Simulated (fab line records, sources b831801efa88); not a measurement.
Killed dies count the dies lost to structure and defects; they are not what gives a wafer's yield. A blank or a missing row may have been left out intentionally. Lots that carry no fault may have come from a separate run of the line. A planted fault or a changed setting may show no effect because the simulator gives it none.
Which of the tools did it? || flow gf180mcu || Sampling: 11 lots, 33 wafers, 3 of 602 route steps

== WHAT THE GAUGES READ, wafer by wafer ==
GF_V5_RS_MEAS_24: measures by four-point-probe.
{"lot": "L619", "measured": "day 27 04:56", "on": "film_metro-03", "V5_W_RS (ohm/sq)": "0.336 0.330 0.326"}
{"lot": "L623", "measured": "day 28 18:58", "on": "film_metro-03", "V5_W_RS (ohm/sq)": "0.324 0.327 0.336"}
{"lot": "L626", "measured": "day 29 14:34", "on": "film_metro-03", "V5_W_RS (ohm/sq)": "0.329 0.333 0.326"}
{"lot": "L628", "measured": "day 30 09:00", "on": "film_metro-04", "V5_W_RS (ohm/sq)": "0.325 0.333 0.330"}
{"lot": "L629", "measured": "day 30 17:54", "on": "film_metro-04", "V5_W_RS (ohm/sq)": "0.330 0.328 0.325"}
{"lot": "L632", "measured": "day 31 07:05", "on": "film_metro-01", "V5_W_RS (ohm/sq)": "0.466 0.323 0.459 0.465 0.323 0.458"}
{"lot": "L633", "measured": "day 31 07:47", "on": "film_metro-04", "V5_W_RS (ohm/sq)": "0.463 0.317 0.462 0.463 0.317 0.464"}
{"lot": "L635", "measured": "day 31 22:31", "on": "film_metro-04", "V5_W_RS (ohm/sq)": "0.319 0.455 0.320 0.319 0.456 0.320"}
{"lot": "L637", "measured": "day 32 12:37", "on": "film_metro-03", "V5_W_RS (ohm/sq)": "0.329 0.325 0.325"}
{"lot": "L641", "measured": "day 33 07:23", "on": "film_metro-04", "V5_W_RS (ohm/sq)": "0.330 0.331 0.331"}
{"lot": "L642", "measured": "day 33 16:46", "on": "film_metro-04", "V5_W_RS (ohm/sq)": "0.331 0.331 0.329"}

== WHAT TOOL EACH LOT RAN ON (gives the tool, then ch and the chambers of the sampled wafers, and finally the start) ==
{"lot": "L619", "GF_MIM_SPUTTER_07": "pvd_sputter-02, day 24 10:42", "GF_V5_CVD_23": "cvd_w-02 ch 0,1, day 27 04:49"}
{"lot": "L623", "GF_MIM_SPUTTER_07": "pvd_sputter-04, day 26 04:31", "GF_V5_CVD_23": "cvd_w-01 ch 0,1, day 28 18:50"}
{"lot": "L626", "GF_MIM_SPUTTER_07": "pvd_sputter-03, day 27 01:22", "GF_V5_CVD_23": "cvd_w-02 ch 0,1, day 29 14:26"}
{"lot": "L628", "GF_MIM_SPUTTER_07": "pvd_sputter-03, day 27 21:00", "GF_V5_CVD_23": "cvd_w-01 ch 0,1, day 30 08:53"}
{"lot": "L629", "GF_MIM_SPUTTER_07": "pvd_sputter-03, day 28 06:15", "GF_V5_CVD_23": "cvd_w-02 ch 0,1, day 30 17:46"}
{"lot": "L632", "GF_MIM_SPUTTER_07": "pvd_sputter-04, day 28 21:17", "GF_V5_CVD_23": "cvd_w-01 ch 0,1, day 31 06:57"}
{"lot": "L633", "GF_MIM_SPUTTER_07": "pvd_sputter-04, day 28 21:38", "GF_V5_CVD_23": "cvd_w-01 ch 0,1, day 31 07:40"}
{"lot": "L635", "GF_MIM_SPUTTER_07": "pvd_sputter-02, day 29 14:11", "GF_V5_CVD_23": "cvd_w-01 ch 0,1, day 31 22:23"}
{"lot": "L637", "GF_MIM_SPUTTER_07": "pvd_sputter-04, day 30 03:51", "GF_V5_CVD_23": "cvd_w-02 ch 0,1, day 32 12:29"}
{"lot": "L641", "GF_MIM_SPUTTER_07": "pvd_sputter-02, day 31 01:59", "GF_V5_CVD_23": "cvd_w-02 ch 0,1, day 33 07:16"}
{"lot": "L642", "GF_MIM_SPUTTER_07": "pvd_sputter-03, day 31 12:29", "GF_V5_CVD_23": "cvd_w-02 ch 0,1, day 33 16:39"}
- GF_MIM_SPUTTER_07: material TiN, target thk 60 nm, time 50 s.
- GF_V5_CVD_23: deposits W, target thk 350 nm, time 104.9 s.

== THE ANSWER, worked out from the rows above alone ==
Rule: the usual values come from the lots themselves. Put in order of their means at a reading, lots are off if they are a third of the lots or fewer, leave a main group of 4 or more, and stand apart from it by a gap of 3 or more times the standard deviation of the main group's means; of several such gaps the widest counts. Not used: any main group whose means are identical at the precision the tables above print for the reading. A lot without any number at a reading at which 4 lots or more have one is off too. Any other lot the step has rows for is counted as sound.
Off: at GF_V5_RS_MEAS_24 (V5_W_RS), L632, L633, L635. The main group has a mean of 0.329 ohm/sq with a standard deviation of 0.0014.
If a tool, at a process step before that reading, ran all the lots that are off and no sound lot after the first of them, it fits. Those tools and the gauges at GF_V5_RS_MEAS_24 are tried in the same way. One fits: cvd_w-01 at GF_V5_CVD_23. Its last sound lot is L628 (day 30 08:53), its first lot that is off L632 (day 31 06:57): a fault that began between those two fits.

== WHAT WAS PUT IN BY THE SIMULATOR ==
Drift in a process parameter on cvd_w-01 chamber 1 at GF_V5_CVD_23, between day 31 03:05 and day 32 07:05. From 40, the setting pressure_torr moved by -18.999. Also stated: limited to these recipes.
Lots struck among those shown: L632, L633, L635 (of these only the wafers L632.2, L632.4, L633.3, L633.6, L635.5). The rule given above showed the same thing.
